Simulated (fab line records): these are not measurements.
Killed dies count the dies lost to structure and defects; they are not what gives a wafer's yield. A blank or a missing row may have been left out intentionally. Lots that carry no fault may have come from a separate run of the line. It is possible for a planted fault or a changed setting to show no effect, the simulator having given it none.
fab line records + flow sky130
[record]
- lots = 13
- wafers = 39
- last-day = 50
route steps=708 shown FIELD_ISO@24 NWELL@63 VT_ADJUST_LVTN@106
lots that met no fault: from a run of the same line without faults
start-h: the number of hours between the record's first day and the start of the first shown wafer of the lot + wait-h: hours from the lot's prior step to this one + " unchanged from the row above + L1.1+2: several wafers, shown together as one row + - no value, or no start given + * or withheld: withheld + < > ~ a bound
route shown NAME@n: NAME is a module with steps in the file, n the number in the route of the first one + usual: mean/standard deviation taken from wafers without a fault + same: alike in all rows + chamber/n: place in a boat + sites: each site's reading + _std_site: the standard deviation of these + _edge_site: the outer-site mean with the inner-site mean subtracted + radius-mm: for every site, how far away it sits from the centre of the wafer + mask NAME#n: copy n + behind: the tool/chamber that last shaped the wafer + hold: why the lot went on hold/how many hours it stayed there/how the hold came to an end + device: the n, p or np transistor that did not switch + end of line: tests of these same wafers at the route's end + a step given without rows: its recipe and nothing more + killed: the dies lost at the first sort to structure and to defects; this is not the yield of the wafer + map: per-die view of a wafer (x killed, . not killed, _ where there is no die)
set.NAME: the run value of the setting; set.NAME@STEP: its run value at that earlier step + model.NAME: the simulator's own value behind a step, which no gauge read
a sample of lots followed through the steps of the route, with each step as a table and each wafer as a row
services: a tool's chamber out of use, with start hour (start-h, from the record's first day; less than 0 if before it), hours out, and reason
[[steps]]
[step SKY_FIELD_ISO_THK_MEAS_23]
[recipe]
- reads = SiO2_of_FIELD_ISO_OXIDATION_22
[usual]
- FIELD_ISO_OXIDATION_01_THK = 9.93/0.19
| lot.wafer | tool          | chamber | start-h | wait-h | FIELD_ISO_OXIDATION_01_THK[nm] |
|-----------|---------------|---------|---------|--------|--------------------------------|
| L328.2    | film-metro-02 | -       | 33.74   | 0.0    | 9.91                           |
| L328.4    | "             | -       | "       | "      | 9.97                           |
| L328.6    | "             | -       | "       | "      | 10.05                          |
| L329.2    | film-metro-02 | -       | 37.67   | 0.0    | 9.98                           |
| L329.4    | "             | -       | "       | "      | 9.79                           |
| L329.6    | "             | -       | "       | "      | 9.90                           |
| L330.2    | film-metro-01 | -       | 40.90   | 0.0    | 9.60                           |
| L330.3    | "             | -       | "       | "      | 9.65                           |
| L330.5    | "             | -       | "       | "      | 9.76                           |
| L331.1    | film-metro-03 | -       | 46.16   | 0.0    | 9.90                           |
| L331.3    | "             | -       | "       | "      | 9.61                           |
| L331.5    | "             | -       | "       | "      | 9.73                           |
| L332.1    | film-metro-01 | -       | 53.79   | 0.0    | 9.65                           |
| L332.4    | "             | -       | "       | "      | 9.74                           |
| L332.6    | "             | -       | "       | "      | 9.65                           |
| L333.2    | film-metro-02 | -       | 57.44   | 0.0    | 10.02                          |
| L333.3    | "             | -       | "       | "      | 10.18                          |
| L333.6    | "             | -       | "       | "      | 10.05                          |
| L335.3    | film-metro-02 | -       | 68.50   | 0.0    | 9.84                           |
| L335.5    | "             | -       | "       | "      | 9.81                           |
| L335.6    | "             | -       | "       | "      | 9.97                           |
| L339.2    | film-metro-01 | -       | 89.52   | 0.0    | 10.04                          |
| L339.3    | "             | -       | "       | "      | 9.76                           |
| L339.4    | "             | -       | "       | "      | 10.10                          |
| L340.1    | film-metro-02 | -       | 92.73   | 0.0    | 9.63                           |
| L340.2    | "             | -       | "       | "      | 9.88                           |
| L340.3    | "             | -       | "       | "      | 9.55                           |
| L341.2    | film-metro-01 | -       | 98.47   | 0.0    | 10.03                          |
| L341.4    | "             | -       | "       | "      | 9.81                           |
| L341.6    | "             | -       | "       | "      | 9.81                           |
| L343.1    | film-metro-03 | -       | 110.08  | 0.0    | 9.80                           |
| L343.4    | "             | -       | "       | "      | 9.61                           |
| L343.5    | "             | -       | "       | "      | 9.73                           |
| L350.1    | film-metro-03 | -       | 146.80  | 0.0    | 9.87                           |
| L350.4    | "             | -       | "       | "      | 9.98                           |
| L350.6    | "             | -       | "       | "      | 10.10                          |
| L351.2    | film-metro-03 | -       | 150.89  | 0.0    | 10.23                          |
| L351.5    | "             | -       | "       | "      | 10.27                          |
| L351.6    | "             | -       | "       | "      | 10.07                          |
[step SKY_NWELL_OVL_MEAS_10]
[usual]
- NWELL_00_OVL = 0.2/1.4
| lot.wafer | tool       | chamber | start-h | wait-h | NWELL_00_OVL[nm] |
|-----------|------------|---------|---------|--------|------------------|
| L328.2    | overlay-02 | -       | 89.08   | -      | -0.8             |
| L328.4    | "          | -       | "       | "      | 0.0              |
| L328.6    | "          | -       | "       | "      | 1.2              |
| L329.2    | overlay-02 | -       | 92.98   | -      | 0.4              |
| L329.4    | "          | -       | "       | "      | 1.0              |
| L329.6    | "          | -       | "       | "      | 0.0              |
| L330.2    | overlay-01 | -       | 95.29   | -      | 2.1              |
| L330.3    | "          | -       | "       | "      | 3.4              |
| L330.5    | "          | -       | "       | "      | 2.0              |
| L331.1    | overlay-02 | -       | 101.29  | -      | -0.1             |
| L331.3    | "          | -       | "       | "      | 0.4              |
| L331.5    | "          | -       | "       | "      | -0.2             |
| L332.1    | overlay-02 | -       | 110.48  | -      | 0.4              |
| L332.4    | "          | -       | "       | "      | -0.9             |
| L332.6    | "          | -       | "       | "      | -1.5             |
| L333.2    | overlay-01 | -       | 114.74  | -      | -1.2             |
| L333.3    | "          | -       | "       | "      | -0.2             |
| L333.6    | "          | -       | "       | "      | 0.2              |
| L335.3    | overlay-01 | -       | 126.24  | -      | 2.0              |
| L335.5    | "          | -       | "       | "      | 1.4              |
| L335.6    | "          | -       | "       | "      | 0.6              |
| L339.2    | overlay-02 | -       | 149.49  | -      | 0.3              |
| L339.3    | "          | -       | "       | "      | -1.1             |
| L339.4    | "          | -       | "       | "      | -1.2             |
| L340.1    | overlay-01 | -       | 153.88  | -      | 2.4              |
| L340.2    | "          | -       | "       | "      | 2.8              |
| L340.3    | "          | -       | "       | "      | 1.0              |
| L341.2    | overlay-02 | -       | 160.04  | -      | -3.0             |
| L341.4    | "          | -       | "       | "      | -0.5             |
| L341.6    | "          | -       | "       | "      | -3.7             |
| L343.1    | overlay-02 | -       | 173.59  | -      | -0.2             |
| L343.4    | "          | -       | "       | "      | 0.7              |
| L343.5    | "          | -       | "       | "      | -1.7             |
| L350.1    | overlay-01 | -       | 216.78  | -      | 0.2              |
| L350.4    | "          | -       | "       | "      | -0.3             |
| L350.6    | "          | -       | "       | "      | -0.6             |
| L351.2    | overlay-02 | -       | 220.85  | -      | -0.9             |
| L351.5    | "          | -       | "       | "      | 0.8              |
| L351.6    | "          | -       | "       | "      | -0.5             |
[step SKY_NWELL_DEVELOP_22]
[recipe]
- wall-angle-deg = 90
- developer = TMAH
- develop-time-s = 60
- dev-temp-c = 23
[usual]
- developer-temp-C = 23.03/0.1
- resist-line-temp-C = 23.00/0.1
| lot.wafer | tool           | chamber | start-h | wait-h | developer-temp-C | resist-line-temp-C |
|-----------|----------------|---------|---------|--------|------------------|--------------------|
| L328.2    | litho-track-02 | 0       | 107     | -      | 23.16            | 23.06              |
| L328.4    | "              | 0       | "       | "      | 23.10            | 23.10              |
| L328.6    | "              | 0       | "       | "      | 23.19            | 23.22              |
| L329.2    | litho-track-03 | 0       | 111     | -      | 23.10            | 22.82              |
| L329.4    | "              | 0       | "       | "      | 23.15            | 22.87              |
| L329.6    | "              | 0       | "       | "      | 23.18            | 22.83              |
| L330.2    | litho-track-02 | 0       | 113     | -      | 22.85            | 23.02              |
| L330.3    | "              | 0       | "       | "      | 23.06            | 23.16              |
| L330.5    | "              | 0       | 114     | -      | 22.99            | 22.99              |
| L331.1    | litho-track-03 | 0       | 119     | -      | 22.87            | 23.01              |
| L331.3    | "              | 0       | 120     | -      | 22.99            | 22.89              |
| L331.5    | "              | 0       | "       | "      | 22.97            | 22.94              |
| L332.1    | litho-track-02 | 0       | 129     | -      | 23.02            | 22.94              |
| L332.4    | "              | 0       | "       | "      | 22.89            | 23.16              |
| L332.6    | "              | 0       | "       | "      | 22.99            | 23.01              |
| L333.2    | litho-track-01 | 0       | 133     | -      | 23.04            | 22.99              |
| L333.3    | "              | 0       | "       | "      | 23.06            | 22.90              |
| L333.6    | "              | 0       | "       | "      | 23.10            | 22.78              |
| L335.3    | litho-track-02 | 0       | 145     | -      | 23.13            | 22.83              |
| L335.5    | "              | 0       | "       | "      | 23.23            | 22.91              |
| L335.6    | "              | 0       | "       | "      | 23.15            | 23.02              |
| L339.2    | litho-track-02 | 0       | 169     | -      | 25.28            | 23.00              |
| L339.3    | "              | 0       | "       | "      | 25.15            | 22.98              |
| L339.4    | "              | 0       | "       | "      | 25.23            | 23.05              |
| L340.1    | litho-track-02 | 0       | 174     | -      | 25.27            | 22.84              |
| L340.2    | "              | 0       | "       | "      | 25.20            | 22.92              |
| L340.3    | "              | 0       | "       | "      | 25.17            | 22.96              |
| L341.2    | litho-track-02 | 0       | 180     | -      | 25.40            | 23.12              |
| L341.4    | "              | 0       | "       | "      | 25.38            | 23.11              |
| L341.6    | "              | 0       | "       | "      | 25.18            | 23.06              |
| L343.1    | litho-track-03 | 0       | 195     | -      | 23.00            | 23.13              |
| L343.4    | "              | 0       | "       | "      | 22.95            | 22.91              |
| L343.5    | "              | 0       | "       | "      | 22.99            | 23.07              |
| L350.1    | litho-track-02 | 0       | 237     | -      | 23.17            | 22.95              |
| L350.4    | "              | 0       | "       | "      | 23.02            | 23.01              |
| L350.6    | "              | 0       | "       | "      | 23.06            | 22.88              |
| L351.2    | litho-track-01 | 0       | 243     | -      | 23.00            | 23.00              |
| L351.5    | "              | 0       | "       | "      | 22.77            | 22.96              |
| L351.6    | "              | 0       | "       | "      | 23.09            | 22.97              |
[step SKY_VT_ADJUST_LVTN_STRIP_09]
[recipe]
- chemistry = O2/N2
- power-w = 1400
- pressure-mtorr = 1500
- platen-temp-c = withheld
- o2-flow-sccm = 3000
- n2-flow-sccm = 300
- overash-fraction = 0.5
[usual]
- drypump-motor-current-A = 5.82/0.27
- oes-product-au = 0.723/0.0044
- strip-time-to-endpoint-s = 36.98/0.079
| lot.wafer | tool            | chamber | start-h | wait-h | drypump-motor-current-A | oes-product-au | rf-hours-counter-h | strip-time-to-endpoint-s |
|-----------|-----------------|---------|---------|--------|-------------------------|----------------|--------------------|--------------------------|
| L328.2    | plasma-asher-03 | 0       | 145.07  | 0.1    | 5.53                    | 0.724          | 3                  | 36.94                    |
| L328.4    | "               | 1       | "       | "      | 5.61                    | 0.722          | -                  | 36.98                    |
| L328.6    | "               | 0       | "       | "      | 5.55                    | 0.720          | -                  | 37.00                    |
| L329.2    | plasma-asher-03 | 1       | 150.58  | 0.1    | 5.60                    | 0.722          | 4                  | 37.07                    |
| L329.4    | "               | 1       | "       | "      | 5.60                    | 0.726          | -                  | 37.04                    |
| L329.6    | "               | 0       | "       | "      | 5.49                    | 0.717          | -                  | 37.10                    |
| L330.2    | plasma-asher-02 | 0       | 153.02  | 0.1    | 6.06                    | 0.722          | 49                 | 36.85                    |
| L330.3    | "               | 0       | "       | "      | 6.05                    | 0.720          | -                  | 36.96                    |
| L330.5    | "               | 1       | "       | "      | 5.67                    | 0.725          | -                  | 36.77                    |
| L331.1    | plasma-asher-02 | 1       | 159.58  | 0.1    | 5.67                    | 0.720          | 50                 | 36.87                    |
| L331.3    | "               | 0       | "       | "      | 6.09                    | 0.726          | -                  | 36.86                    |
| L331.5    | "               | 1       | "       | "      | 5.67                    | 0.725          | -                  | 36.84                    |
| L332.1    | plasma-asher-02 | 1       | 168.81  | 0.1    | 5.71                    | 0.733          | 51                 | 37.10                    |
| L332.4    | "               | 1       | "       | "      | 5.72                    | 0.716          | -                  | 37.04                    |
| L332.6    | "               | 1       | "       | "      | 5.73                    | 0.728          | -                  | 37.06                    |
| L333.2    | plasma-asher-03 | 1       | 174.11  | 0.1    | 5.61                    | 0.714          | 7                  | 36.90                    |
| L333.3    | "               | 1       | "       | "      | 5.59                    | 0.721          | -                  | 36.88                    |
| L333.6    | "               | 0       | "       | "      | 5.57                    | 0.724          | -                  | 36.88                    |
| L335.3    | plasma-asher-03 | 0       | 186.80  | 0.1    | 5.55                    | 0.728          | -                  | 36.97                    |
| L335.5    | "               | 1       | "       | "      | 5.61                    | 0.728          | -                  | 36.98                    |
| L335.6    | "               | 0       | "       | "      | 5.55                    | 0.716          | -                  | 37.01                    |
| L339.2    | plasma-asher-04 | 0       | 212.31  | 0.1    | 6.24                    | 0.734          | 37                 | 36.98                    |
| L339.3    | "               | 0       | "       | "      | 6.23                    | 0.725          | -                  | 37.05                    |
| L339.4    | "               | 1       | "       | "      | 6.07                    | 0.720          | -                  | 37.06                    |
| L340.1    | plasma-asher-02 | 1       | 219.21  | 0.1    | 5.73                    | 0.722          | 56                 | 36.98                    |
| L340.2    | "               | 0       | "       | "      | 6.09                    | 0.725          | 56                 | 36.96                    |
| L340.3    | "               | 0       | "       | "      | 6.09                    | 0.722          | -                  | 36.96                    |
| L341.2    | plasma-asher-04 | 0       | 224.71  | 0.1    | 6.18                    | 0.727          | 38                 | 36.89                    |
| L341.4    | "               | 1       | "       | "      | 6.10                    | 0.719          | -                  | 36.99                    |
| L341.6    | "               | 0       | "       | "      | 6.21                    | 0.723          | -                  | 36.94                    |
| L343.1    | plasma-asher-04 | 0       | 240.97  | 0.1    | 6.22                    | 0.724          | 40                 | 37.09                    |
| L343.4    | "               | 0       | "       | "      | 6.20                    | 0.716          | -                  | 36.87                    |
| L343.5    | "               | 1       | "       | "      | 6.10                    | 0.722          | -                  | 37.02                    |
| L350.1    | plasma-asher-04 | 1       | 287.52  | 0.1    | 6.06                    | 0.719          | 45                 | 36.99                    |
| L350.4    | "               | 0       | "       | "      | 6.20                    | 0.720          | -                  | 36.98                    |
| L350.6    | "               | 1       | "       | "      | 6.08                    | 0.725          | -                  | 37.09                    |
| L351.2    | plasma-asher-03 | 1       | 293.07  | 0.1    | 5.62                    | 0.723          | 18                 | 37.04                    |
| L351.5    | "               | 1       | "       | "      | 5.62                    | 0.718          | -                  | 37.02                    |
| L351.6    | "               | 0       | "       | "      | 5.55                    | 0.719          | -                  | 37.04                    |
[[services]]
| tool            | chamber | start-h | hours | kind       |
|-----------------|---------|---------|-------|------------|
| plasma-asher-03 | -       | 92.05   | 4.2   | repair     |
| plasma-asher-02 | -       | 96.84   | 0.9   | repair     |
| plasma-asher-03 | -       | 108.75  | 9.0   | pm         |
| plasma-asher-03 | 0       | 108.75  | 9.0   | vent-cycle |
| plasma-asher-03 | 1       | 108.75  | 9.0   | vent-cycle |
| plasma-asher-03 | 0       | 117.75  | -     | clean      |
| plasma-asher-03 | 1       | 117.75  | -     | clean      |
| plasma-asher-02 | -       | 126.50  | 2.8   | pm         |
| plasma-asher-04 | -       | 127.61  | 28.1  | pm         |
[[key]]
[first-sign]
- step = SKY_NWELL_DEVELOP_22
- reading = developer-temp-C
- direction = up
- sigmas = 21
- usual = *
- struck = *
effect none on later readings
met-at SKY_NWELL_DEVELOP_22
struck-lots L339,L340,L341
tester-left-out L339,L340,L341
not-acting-at SKY_FIELD_ISO_THK_MEAS_23,SKY_NWELL_OVL_MEAS_10,SKY_VT_ADJUST_LVTN_STRIP_09
onset-between 145 169
[fault]
- kind = process-parameter-drift
- tool = litho-track-02
- chamber = -
- onset-h = 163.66
- steps = SKY_NWELL_DEVELOP_22
- channel = dev-temp-c
- offset = *
- shape = step
- end-h = 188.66
- acts-in = *
- stated = *
// tester-left-out: of these lots the tester's yield and bins aren't shown, on N5 and GAA mostly nor the transistor test; their killed dies are dies lost to structure and defects alone, not to doping, threshold or leakage, so they don't give the yield
